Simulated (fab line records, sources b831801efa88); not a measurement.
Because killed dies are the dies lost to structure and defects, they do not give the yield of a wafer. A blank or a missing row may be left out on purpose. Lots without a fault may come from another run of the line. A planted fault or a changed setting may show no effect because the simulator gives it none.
The tool behind it: which one? || flow sky130 || 6 lots (17 wafers sampled), 1 step of a 708-step route

WHAT THE GAUGES SHOWED, per wafer
SKY_POLY_GATE_THK_MEAS_04.
{"lot": "L311", "measured": "day 16 14:17", "on": "film-metro-03", "POLY_GATE_CVD_03_THK (nm)": "74.1 73.5 73.4"}
{"lot": "L315", "measured": "day 17 11:44", "on": "film-metro-03", "POLY_GATE_CVD_03_THK (nm)": "74.9 74.6 74.5"}
{"lot": "L319", "measured": "day 18 20:18", "on": "film-metro-03", "POLY_GATE_CVD_03_THK (nm)": "74.3 74.0 74.0"}
{"lot": "L325", "measured": "day 21 08:31", "on": "film-metro-02", "POLY_GATE_CVD_03_THK (nm)": "73.5 73.7 73.5"}
{"lot": "L331", "measured": "day 23 03:36", "on": "film-metro-02", "POLY_GATE_CVD_03_THK (nm)": "75.1 74.3 74.6"}
{"lot": "L333", "measured": "day 23 15:10", "on": "film-metro-02", "POLY_GATE_CVD_03_THK (nm)": "75.4 75.5"}

TOOL THAT RAN EACH LOT (tool first, then ch and the chambers of the sampled wafers, then the start)
The record shows no process step preceding these readings.

THE ANSWER, worked out from the rows above alone
Rule: usual is defined by the lots themselves. The widest of any qualifying gaps counts: lots, ordered by their means at a reading, are off when they make up no more than a third of the lots, leave a main group of 4 or more, and stand apart from it by 3 or more times the standard deviation of that group's means. Not used: any main group whose means are identical at the precision the tables above print for the reading. Also off: a lot with no number at a reading for which 4 or more lots have one. All remaining lots with rows at the step are treated as sound.
No lot is off on any of the readings shown, so nothing can be concluded from this.

WHAT THE SIMULATOR HAD INSERTED
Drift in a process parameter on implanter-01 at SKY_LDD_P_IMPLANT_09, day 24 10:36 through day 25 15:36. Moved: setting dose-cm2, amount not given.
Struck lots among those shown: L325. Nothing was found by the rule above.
